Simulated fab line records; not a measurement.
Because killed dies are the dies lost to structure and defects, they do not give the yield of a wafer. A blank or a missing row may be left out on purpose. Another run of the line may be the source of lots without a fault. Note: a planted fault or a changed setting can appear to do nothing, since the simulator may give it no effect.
Which of the tools did it?	flow sky130	6 lots with 18 wafers sampled at 2 steps, on a route of 708 steps

## WHAT THE GAUGES SHOWED, per wafer
SKY_GATE_OXIDE_OVL_MEAS_10.
lot	measured	on	GATE_OXIDE_OVL (nm)
L390	day 14 02:43	overlay-02	1.9 0.7 1.3
L394	day 15 11:29	overlay-02	-0.2 2.1 1.9
L398	day 16 19:44	overlay-01	157.4 156.8 157.0 155.1 154.3 155.4
L400	day 17 12:22	overlay-02	155.9 155.8 154.0 153.9 153.8 152.6
L404	day 19 09:41	overlay-02	0.7 1.2 0.1
L412	day 22 13:33	overlay-01	-0.9 -0.8 0.2

## WHICH TOOL RAN EACH LOT (tool, then ch and the chambers of the sampled wafers, then the start)
lot	SKY_GATE_OXIDE_EXPOSE_07
L390	iline-stepper-01 ch 0, day 13 13:45
L394	iline-stepper-01 ch 0, day 14 22:26
L398	iline-stepper-02 ch 0, day 16 05:23
L400	iline-stepper-02 ch 0, day 16 22:40
L404	iline-stepper-01 ch 0, day 18 18:13
L412	iline-stepper-01 ch 0, day 21 22:41
- SKY_GATE_OXIDE_EXPOSE_07: exposes mask LVOM, target cd 600 nm.

## THE ANSWER, worked out from the rows above alone
Rule: usual is defined by the lots themselves. Put in order of their means at a reading, lots are off if they are a third of the lots or fewer, leave a main group of 4 or more, and stand apart from it by a gap of 3 or more times the standard deviation of the main group's means; of several such gaps the widest counts. Not used: any main group whose means are identical at the precision the tables above print for the reading. A lot without any number at a reading at which 4 lots or more have one is off too. All remaining lots with rows at the step are treated as sound.
Off: at SKY_GATE_OXIDE_OVL_MEAS_10 (GATE_OXIDE_OVL), L398, L400. Mean 0.7 nm and standard deviation 0.73 in the main group.
A tool fits if, at a process step before that reading, it ran every lot that is off, and no sound lot after the first of them. Those tools and the gauges at SKY_GATE_OXIDE_OVL_MEAS_10 are tried in the same way. One fits: SKY_GATE_OXIDE_EXPOSE_07 on iline-stepper-02. It ran no sound lot before its first lot that is off in this sample, so the start can't be narrowed down.

## WHAT THE SIMULATOR PUT IN
Scanner matching overlay: iline-stepper-02, from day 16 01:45 on, at SKY_GATE_OXIDE_EXPOSE_07. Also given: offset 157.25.
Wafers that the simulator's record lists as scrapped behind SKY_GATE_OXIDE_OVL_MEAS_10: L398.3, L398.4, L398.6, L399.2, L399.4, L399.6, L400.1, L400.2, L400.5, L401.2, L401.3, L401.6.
Shown lots that were struck: L398, L400. The same result came from the rule above.
